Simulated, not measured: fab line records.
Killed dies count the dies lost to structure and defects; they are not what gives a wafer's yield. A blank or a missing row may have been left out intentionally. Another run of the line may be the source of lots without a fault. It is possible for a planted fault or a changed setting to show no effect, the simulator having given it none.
Chamber matching    flow sky130    4 sister chambers for SKY_POLY_GATE_ETCH_15 on rie diel-02
The step etches BARC in N2/H2, stops on SiO2, time 118.5 s, target depth 110 nm. 14 wafers are shown with their chamber, then 7 later ones without.

== WAFERS WITH THEIR CHAMBER ==
wafer   chamber  drypump motor current A (A)  oes product au (a.u.)  throttle valve pct (%)
L963.3  3        6.8                          0.708                  13.202
L963.5  0        6.3                          0.719                  13.207
L963.6  1        5.6                          0.711                  13.222
L964.1  2        5.5                          0.712                  13.211
L964.3  1        5.5                          0.709                  13.220
L964.6  2        5.5                          0.715                  13.205
L970.3  3        6.8                          0.714                  13.209
L970.5  2        5.5                          0.722                  13.205
L970.6  3        6.8                          0.710                  13.206
L979.1  1        5.6                          0.714                  13.201
L979.2  0        6.3                          0.726                  13.211
L979.5  2        5.5                          0.720                  13.219
L980.1  1        5.6                          0.719                  13.208
L980.5  2        5.5                          0.712                  13.223

SIGNATURES (averages over the wafers above)
reading                  chamber 0  chamber 1  chamber 2  chamber 3  scatter within a chamber
drypump motor current A  6.300      5.575      5.500      6.800      0.0274
oes product au           0.72250    0.71325    0.71620    0.71067    0.0043
throttle valve pct       13.20900   13.21275   13.21260   13.20567   0.00774
Rule: a wafer's distance from a chamber is the root of the sum, over the readings, of the square of ((its reading less the chamber's mean) divided by the reading's scatter). The wafer belongs to the nearest chamber; if the next one is less than 2 further off, it can't be placed. The scatter: the root of (the sum of the squares of (reading less its chamber's mean) over the shown wafers, divided by (wafers less chambers)).

== WAFERS WITHOUT THEIR CHAMBER ==
wafer   drypump motor current A (A)  oes product au (a.u.)  throttle valve pct (%)
L980.6  5.6                          0.725                  13.213
L981.2  5.6                          0.712                  13.211
L981.4  5.6                          0.715                  13.242
L981.5  6.3                          0.721                  13.220
L984.4  5.5                          0.723                  13.219
L984.5  5.5                          0.715                  13.209
L984.6  6.8                          0.718                  13.217

== WHICH CHAMBER EACH WENT THROUGH ==
wafer   from the rows above      in truth
L980.6  can't be placed: 1 or 2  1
L981.2  1                        1
L981.4  can't be placed: 1 or 2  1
L981.5  0                        0
L984.4  can't be placed: 2 or 1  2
L984.5  2                        2
L984.6  3                        3
Placed correctly: 4 of 7. Unplaceable from these rows: 3, with the true chamber sitting among the candidates in 3. Number placed wrongly: 0.
